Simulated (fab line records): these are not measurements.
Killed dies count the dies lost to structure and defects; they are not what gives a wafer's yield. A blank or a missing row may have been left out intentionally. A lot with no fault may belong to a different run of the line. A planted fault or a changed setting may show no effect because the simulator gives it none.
Which of the tools did it? :: flow gf180mcu :: Sampling: 6 lots, 18 wafers, 2 of 602 route steps

WHAT EACH GAUGE READ, for each wafer
GF_V2_THK_MEAS_01.
lot: L939
measured: day 19 12:16
on: film-metro-02
V2_CVD_00_THK (nm): 598 601 609

lot: L942
measured: day 20 14:44
on: film-metro-01
V2_CVD_00_THK (nm): 608 600 605

lot: L944
measured: day 21 13:29
on: film-metro-02
V2_CVD_00_THK (nm): 599 601 591

lot: L949
measured: day 23 15:56
on: film-metro-02
V2_CVD_00_THK (nm): 602 603 606

lot: L951
measured: day 24 07:50
on: film-metro-03
V2_CVD_00_THK (nm): 601 599 601

lot: L961
measured: day 27 04:30
on: film-metro-03
V2_CVD_00_THK (nm): 609 722 602 609 721 602

WHAT TOOL EACH LOT RAN ON (gives the tool, then ch and the chambers of the sampled wafers, and finally the start)
lot: L939
GF_V2_CVD_00: hdpcvd-01 ch 0,1, day 19 12:10

lot: L942
GF_V2_CVD_00: hdpcvd-01 ch 0,1,2, day 20 14:40

lot: L944
GF_V2_CVD_00: hdpcvd-01 ch 0,1,2, day 21 13:25

lot: L949
GF_V2_CVD_00: hdpcvd-02 ch 0,2, day 23 15:49

lot: L951
GF_V2_CVD_00: hdpcvd-01 ch 2, day 24 07:43

lot: L961
GF_V2_CVD_00: hdpcvd-02 ch 1,2, day 27 04:25
- GF_V2_CVD_00: deposits SiO2, target thk 600 nm, time 100 s.

THE ANSWER, worked out from the rows above alone
Rule: the lots themselves supply what counts as usual. Put in order of their means at a reading, lots are off if they are a third of the lots or fewer, leave a main group of 4 or more, and stand apart from it by a gap of 3 or more times the standard deviation of the main group's means; of several such gaps the widest counts. A main group whose means are all the same, to the digits that the tables above print for the reading, isn't used. Also off: a lot with no number at a reading for which 4 or more lots have one. Any other lot the step has rows for is counted as sound.
Off: L961, seen at GF_V2_THK_MEAS_01 (V2_CVD_00_THK). The main group: mean 602 nm, standard deviation 2.7.
If a tool, at a process step before that reading, ran all the lots that are off and no sound lot after the first of them, it fits. Gauges at GF_V2_THK_MEAS_01: tried the same way as those tools. Can't be told from this: 2 tools fit, hdpcvd-02 at GF_V2_CVD_00, film-metro-03 at GF_V2_THK_MEAS_01.

WHAT WAS PUT IN BY THE SIMULATOR
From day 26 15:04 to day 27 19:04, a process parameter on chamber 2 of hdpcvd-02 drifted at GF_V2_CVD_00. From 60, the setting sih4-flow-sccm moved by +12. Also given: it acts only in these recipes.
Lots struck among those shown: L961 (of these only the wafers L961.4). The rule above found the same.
